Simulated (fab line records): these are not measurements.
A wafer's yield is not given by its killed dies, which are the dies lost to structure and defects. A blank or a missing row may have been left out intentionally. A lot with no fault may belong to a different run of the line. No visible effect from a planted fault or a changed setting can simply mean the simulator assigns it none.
fab line records    flow gf180mcu
[record] lots = 13  wafers = 39  last_day = 34
route steps=602 shown VT_IMPLANT@125 SALICIDE@286 M1@332
lots that met no fault: taken from a fault-free run of the same line
start_h: the number of hours between the record's first day and the start of the first shown wafer of the lot    wait_h: hours since the lot's step before    " repeats the value in the row above    L1.1+2: one row covering several wafers at once    - no value present, or no start provided    * or withheld: withheld    < > ~ a bound
route shown NAME@n: a module of which the file shows steps, and the number in the route of the first    usual: mean and standard deviation over wafers with no fault    same: alike in all rows    chamber/n: place in a boat    sites: each site's reading    _std_site: the values' standard deviation    _edge_site: inner sites' mean taken away from outer sites' mean    radius_mm: for every site, how far away it sits from the centre of the wafer    mask NAME#n: copy n    behind: tool/chamber where the wafer was last shaped    hold: why the lot went on hold/how many hours it stayed there/how the hold came to an end    device: the transistor (n, p or np) that didn't switch    end of line: the same wafers' tests at the end of the route    step lacking rows: just its recipe    killed: dies that structure and defects cost at the first sort, which is not the same as the wafer's yield    map: a wafer's dies, marking killed ones x, the rest . and places with no die _
set.NAME: the setting the step ran with; set.NAME@STEP: the setting that earlier step ran with    model.NAME: the simulator's own value behind a step, which no gauge read
the route's steps for a sample of lots (tables are steps, rows are wafers)
services: a tool's chamber out of use, with start hour (start_h, from the record's first day; less than 0 if before it), hours out, and reason
[[steps]]
[step GF_VT_IMPLANT_COAT_35]
[recipe] resist = NOVOLAK  spin_rpm = 3000  resist_thk_nm = 1000
lot.wafer   tool            chamber  start_h  wait_h
L352.3+4+6  litho_track-02  0        144.98   0.1
L355.1+3+6  litho_track-02  0        167.58   0.1
L356.2+3+4  litho_track-03  0        181.99   0.1
L358.1+2+3  litho_track-03  0        195.01   0.1
L359.3+4+6  litho_track-01  0        203.81   0.1
L366.3+4+6  litho_track-02  0        247.73   0.1
L367.2+5+6  litho_track-02  0        255.60   0.1
L368.1+2+5  litho_track-03  0        258.96   0.1
L369.4+5+6  litho_track-03  0        260.84   0.1
L370.1+2+5  litho_track-01  0        269.86   0.1
L372.3+4+5  litho_track-01  0        281.71   0.1
L373.2+3+4  litho_track-03  0        289.79   0.1
L374.2+3+4  litho_track-01  0        295.38   0.1
[step GF_VT_IMPLANT_STRIP_42]
[recipe] chemistry = O2/N2  power_w = 1400  pressure_mtorr = 1500  platen_temp_c = 250  o2_flow_sccm = 3000  n2_flow_sccm = 300  overash_fraction = 0.5
[usual] drypump_motor_current_A = 5.5/0.42  heater_power_w = 321/28  oes_product_au = 0.716/0.0044  strip_time_to_endpoint_s = 12.64/0.038
lot.wafer  tool             chamber  start_h  wait_h  drypump_motor_current_A  heater_power_w  oes_product_au  rf_hours_counter_h  strip_time_to_endpoint_s
L352.3     plasma_asher-02  0        153.03   0.1     5.6                      316             0.713           -                   12.62
L352.4     "                1        "        "       6.0                      345             0.710           -                   12.66
L352.6     "                1        "        "       6.0                      352             0.725           -                   12.65
L355.1     plasma_asher-02  1        176.24   0.1     6.0                      349             0.719           6                   12.63
L355.3     "                1        "        "       5.9                      359             0.718           -                   12.61
L355.6     "                1        "        "       6.0                      354             0.715           -                   12.66
L356.2     plasma_asher-04  0        190.59   0.1     4.9                      329             0.713           39                  12.64
L356.3     "                1        "        "       5.4                      342             0.714           -                   12.67
L356.4     "                0        "        "       4.9                      332             0.719           -                   12.72
L358.1     plasma_asher-03  0        204.27   0.1     5.0                      342             0.726           53                  12.65
L358.2     "                1        "        "       5.9                      274             0.712           53                  12.65
L358.3     "                1        "        "       5.9                      276             0.711           -                   12.70
L359.3     plasma_asher-04  1        212.93   0.1     5.4                      353             0.712           -                   12.61
L359.4     "                0        "        "       4.9                      330             0.724           -                   12.61
L359.6     "                1        "        "       5.4                      353             0.716           -                   12.71
L366.3     plasma_asher-04  0        257.98   0.1     5.0                      325             0.718           -                   12.64
L366.4     "                1        "        "       5.5                      356             0.704           -                   12.10
L366.6     "                0        "        "       5.0                      333             0.716           -                   12.63
L367.2     plasma_asher-02  1        264.99   0.1     6.0                      357             0.717           14                  12.16
L367.5     "                0        "        "       5.6                      306             0.715           -                   12.61
L367.6     "                1        "        "       6.0                      350             0.708           -                   12.66
L368.1     plasma_asher-03  1        268.31   0.1     5.9                      280             0.725           60                  12.65
L368.2     "                0        "        "       5.0                      337             0.714           60                  12.60
L368.5     "                0        "        "       4.9                      338             0.717           -                   12.61
L369.4     plasma_asher-03  1        270.43   0.1     5.8                      277             0.718           -                   12.67
L369.5     "                1        "        "       5.9                      278             0.712           -                   12.68
L369.6     "                0        "        "       5.0                      340             0.719           -                   12.69
L370.1     plasma_asher-04  1        280.35   0.1     5.4                      356             0.718           48                  12.66
L370.2     "                0        "        "       5.0                      330             0.713           48                  12.58
L370.5     "                1        "        "       5.4                      350             0.715           -                   12.60
L372.3     plasma_asher-03  0        291.40   0.2     4.9                      328             0.723           -                   12.62
L372.4     "                1        "        "       5.9                      279             0.716           -                   12.58
L372.5     "                0        "        "       5.0                      342             0.721           -                   12.61
L373.2     plasma_asher-03  0        300.11   0.1     5.0                      337             0.717           64                  12.64
L373.3     "                0        "        "       4.9                      339             0.711           -                   12.62
L373.4     "                1        "        "       5.9                      279             0.718           -                   12.65
L374.2     plasma_asher-02  1        305.29   0.1     6.0                      349             0.708           18                  12.54
L374.3     "                1        "        "       6.0                      358             0.716           -                   12.56
L374.4     "                0        "        "       5.6                      312             0.716           -                   12.59
[step GF_VT_IMPLANT_RTA_45]
[recipe] temp_c = 1050  time_s = 30  ambient = N2
[usual] lamp_power_pct = 39.1/2.7  wafer_temp_C_max = 1054.2/0.93
lot.wafer  tool           chamber  start_h  wait_h  lamp_power_pct  wafer_temp_C_max
L352.3     rtp_anneal-01  0        153.25   0.0     41.1            1053.7
L352.4     "              0        "        "       41.0            1054.2
L352.6     "              0        "        "       41.1            1052.3
L355.1     rtp_anneal-01  0        176.45   0.0     41.0            1056.6
L355.3     "              0        "        "       41.1            1054.2
L355.6     "              0        "        "       41.0            1054.4
L356.2     rtp_anneal-01  0        190.82   0.0     41.0            1054.1
L356.3     "              0        "        "       41.0            1053.9
L356.4     "              0        "        "       41.0            1054.2
L358.1     rtp_anneal-01  0        204.48   0.0     41.0            1053.2
L358.2     "              0        "        "       41.1            1055.1
L358.3     "              0        "        "       41.0            1054.5
L359.3     rtp_anneal-01  0        213.14   0.0     41.1            1053.4
L359.4     "              0        "        "       41.0            1053.2
L359.6     "              0        "        "       41.0            1053.2
L366.3     rtp_anneal-01  0        258.19   0.0     41.0            1053.8
L366.4     "              0        "        "       41.1            1052.9
L366.6     "              0        "        "       41.0            1053.9
L367.2     rtp_anneal-02  0        265.22   0.0     35.4            1055.5
L367.5     "              0        "        "       35.3            1054.1
L367.6     "              0        "        "       35.4            1057.0
L368.1     rtp_anneal-01  0        268.52   0.0     41.1            1053.9
L368.2     "              0        "        "       41.0            1054.3
L368.5     "              0        "        "       41.0            1053.2
L369.4     rtp_anneal-01  0        270.67   0.1     41.0            1053.9
L369.5     "              0        "        "       41.1            1053.2
L369.6     "              0        "        "       41.0            1055.7
L370.1     rtp_anneal-01  0        280.60   0.0     41.1            1053.1
L370.2     "              0        "        "       41.0            1053.7
L370.5     "              0        "        "       41.0            1054.2
L372.3     rtp_anneal-01  0        291.61   0.0     41.0            1054.1
L372.4     "              0        "        "       41.1            1053.6
L372.5     "              0        "        "       41.0            1055.1
L373.2     rtp_anneal-02  0        300.34   0.0     35.4            1054.7
L373.3     "              0        "        "       35.4            1055.2
L373.4     "              0        "        "       35.4            1054.8
L374.2     rtp_anneal-01  0        305.52   0.0     41.0            1054.4
L374.3     "              0        "        "       41.0            1053.6
L374.4     "              0        "        "       41.0            1053.9
[step GF_SALICIDE_RTA_08]
[recipe] temp_c = 800  time_s = 30  ambient = N2
[usual] lamp_power_pct = 18.0/1.3  wafer_temp_C_max = 803.4/0.7
lot.wafer  tool           chamber  start_h  wait_h  lamp_power_pct  wafer_temp_C_max
L352.3     rtp_anneal-02  0        333.24   0.1     17.1            803.0
L352.4     "              0        "        "       17.1            803.3
L352.6     "              0        "        "       17.1            803.1
L355.1     rtp_anneal-02  0        363.99   0.0     17.1            803.8
L355.3     "              0        "        "       17.1            804.2
L355.6     "              0        "        "       17.1            804.4
L356.2     rtp_anneal-02  0        381.76   0.0     17.1            802.8
L356.3     "              0        "        "       17.1            802.8
L356.4     "              0        "        "       17.1            803.5
L358.1     rtp_anneal-02  0        403.25   0.0     17.1            804.7
L358.2     "              0        "        "       17.1            804.4
L358.3     "              0        "        "       17.0            803.1
L359.3     rtp_anneal-02  0        409.88   0.0     17.1            803.1
L359.4     "              0        "        "       17.1            804.9
L359.6     "              0        "        "       17.0            804.0
L366.3     rtp_anneal-02  0        470.11   0.0     17.1            803.2
L366.4     "              0        "        "       17.1            803.3
L366.6     "              0        "        "       17.1            803.2
L367.2     rtp_anneal-01  0        482.45   0.0     19.8            803.8
L367.5     "              0        "        "       19.7            804.4
L367.6     "              0        "        "       19.8            804.5
L368.1     rtp_anneal-02  0        484.53   0.0     17.0            803.0
L368.2     "              0        "        "       17.1            802.6
L368.5     "              0        "        "       17.1            802.5
L369.4     rtp_anneal-02  0        490.55   0.1     17.1            804.0
L369.5     "              0        "        "       17.0            802.5
L369.6     "              0        "        "       17.1            805.4
L370.1     rtp_anneal-01  0        497.64   0.0     19.8            804.0
L370.2     "              0        "        "       19.8            805.0
L370.5     "              0        "        "       19.8            803.1
L372.3     rtp_anneal-02  0        512.93   0.0     17.0            801.6
L372.4     "              0        "        "       17.1            803.3
L372.5     "              0        "        "       17.0            803.0
L373.2     rtp_anneal-01  0        521.09   0.0     19.8            802.4
L373.3     "              0        "        "       19.8            803.2
L373.4     "              0        "        "       19.8            801.8
L374.2     rtp_anneal-02  0        524.39   0.0     17.1            802.7
L374.3     "              0        "        "       17.0            803.5
L374.4     "              0        "        "       17.0            803.9
[step GF_M1_STRIP_17]
[recipe] chemistry = O2/N2  power_w = 1400  pressure_mtorr = 1500  platen_temp_c = 250  o2_flow_sccm = 3000  n2_flow_sccm = 300  overash_fraction = 0.5
[usual] drypump_motor_current_A = 5.5/0.4  heater_power_w = 326/25  oes_product_au = 0.559/0.0048  strip_time_to_endpoint_s = 7.88/0.04
lot.wafer  tool             chamber  start_h  wait_h  drypump_motor_current_A  heater_power_w  oes_product_au  rf_hours_counter_h  strip_time_to_endpoint_s
L352.3     plasma_asher-03  1        380.46   0.1     5.8                      279             0.560           -                   7.95
L352.4     "                0        "        "       5.0                      341             0.556           -                   7.94
L352.6     "                1        "        "       5.9                      286             0.568           -                   7.93
L355.1     plasma_asher-02  0        412.57   0.1     5.6                      317             0.559           30                  7.84
L355.3     "                0        "        "       5.6                      304             0.560           -                   7.86
L355.6     "                0        "        "       5.6                      319             0.560           -                   7.91
L356.2     plasma_asher-04  1        435.29   0.1     5.4                      348             0.553           65                  7.83
L356.3     "                1        "        "       5.4                      343             0.557           -                   7.89
L356.4     "                0        "        "       4.9                      331             0.557           -                   7.91
L358.1     plasma_asher-02  1        453.58   0.1     6.0                      362             0.560           34                  7.88
L358.2     "                0        "        "       5.6                      298             0.566           34                  7.85
L358.3     "                1        "        "       6.0                      351             0.564           -                   7.84
L359.3     plasma_asher-04  1        460.35   0.1     5.4                      340             0.555           -                   7.85
L359.4     "                0        "        "       4.9                      334             0.561           -                   7.93
L359.6     "                1        "        "       5.4                      346             0.556           -                   7.92
L366.3     plasma_asher-02  0        520.65   0.1     5.5                      310             0.564           -                   7.90
L366.4     "                1        "        "       6.0                      350             0.560           -                   7.93
L366.6     "                0        "        "       5.6                      312             0.566           -                   7.89
L367.2     plasma_asher-04  1        532.61   0.1     5.4                      345             0.564           75                  7.89
L367.5     "                1        "        "       5.4                      340             0.558           -                   7.90
L367.6     "                0        "        "       5.0                      323             0.557           -                   7.91
L368.1     plasma_asher-02  0        533.93   0.2     5.6                      312             0.552           43                  7.87
L368.2     "                1        "        "       6.0                      355             0.561           43                  7.86
L368.5     "                1        "        "       6.0                      352             0.561           -                   7.85
L369.4     plasma_asher-02  1        539.84   0.1     6.0                      351             0.555           -                   7.81
L369.5     "                1        "        "       6.0                      348             0.557           -                   7.82
L369.6     "                0        "        "       5.6                      305             0.558           -                   7.86
L370.1     plasma_asher-02  0        546.83   0.2     5.6                      307             0.553           45                  7.86
L370.2     "                1        "        "       6.0                      353             0.563           45                  7.90
L370.5     "                0        "        "       5.6                      312             0.553           -                   7.88
L372.3     plasma_asher-03  0        561.48   0.1     4.9                      343             0.554           -                   7.87
L372.4     "                1        "        "       5.9                      277             0.557           -                   7.83
L372.5     "                1        "        "       5.9                      278             0.555           -                   7.80
L373.2     plasma_asher-02  0        566.48   0.1     5.5                      311             0.558           47                  7.88
L373.3     "                1        "        "       6.0                      349             0.562           -                   7.92
L373.4     "                0        "        "       5.6                      318             0.567           -                   7.90
L374.2     plasma_asher-04  1        571.87   0.1     5.4                      341             0.556           79                  7.87
L374.3     "                1        "        "       5.4                      353             0.563           -                   7.92
L374.4     "                0        "        "       5.0                      335             0.568           -                   7.91
[[services]]
tool             chamber  start_h  hours  kind
plasma_asher-04  -        148.60   1.6    repair
plasma_asher-03  -        165.37   2.8    pm
plasma_asher-02  -        222.65   13.7   repair
plasma_asher-04  -        261.09   0.8    repair
plasma_asher-03  -        304.62   1.8    repair
plasma_asher-02  -        321.26   2.6    repair
plasma_asher-02  -        322.01   1.4    repair
plasma_asher-03  -        334.84   0.4    repair
plasma_asher-04  -        367.09   5.4    repair
plasma_asher-04  -        406.97   2.8    pm
rtp_anneal-01    -        407.04   3.9    pm
rtp_anneal-01    -        432.03   0.6    pm
plasma_asher-04  -        437.62   4.6    repair
rtp_anneal-01    -        485.47   9.7    pm
[[key]]
[first_sign] step = GF_VT_IMPLANT_STRIP_42  reading = strip_time_to_endpoint_s  direction = down  sigmas = 13  usual = *  struck = *
effect none on later readings
met_at GF_VT_IMPLANT_COAT_35
struck_lots L366,L367
struck_wafers L366.4,L367.2
tester_left_out L366,L367
not_acting_at GF_VT_IMPLANT_RTA_45,GF_SALICIDE_RTA_08,GF_M1_STRIP_17
onset_between 167.58 247.73
[fault] kind = process_parameter_drift  tool = litho_track-02  chamber = -  onset_h = 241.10  steps = GF_VT_IMPLANT_COAT_35  channel = resist_thk_nm  offset = *  shape = step  end_h = 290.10  scope = struck_wafers_only  acts_in = *  stated = *
// tester_left_out: of these lots the tester's yield and bins aren't shown, on N5 and GAA mostly nor the transistor test; their killed dies are dies lost to structure and defects alone, not to doping, threshold or leakage, so they don't give the yield
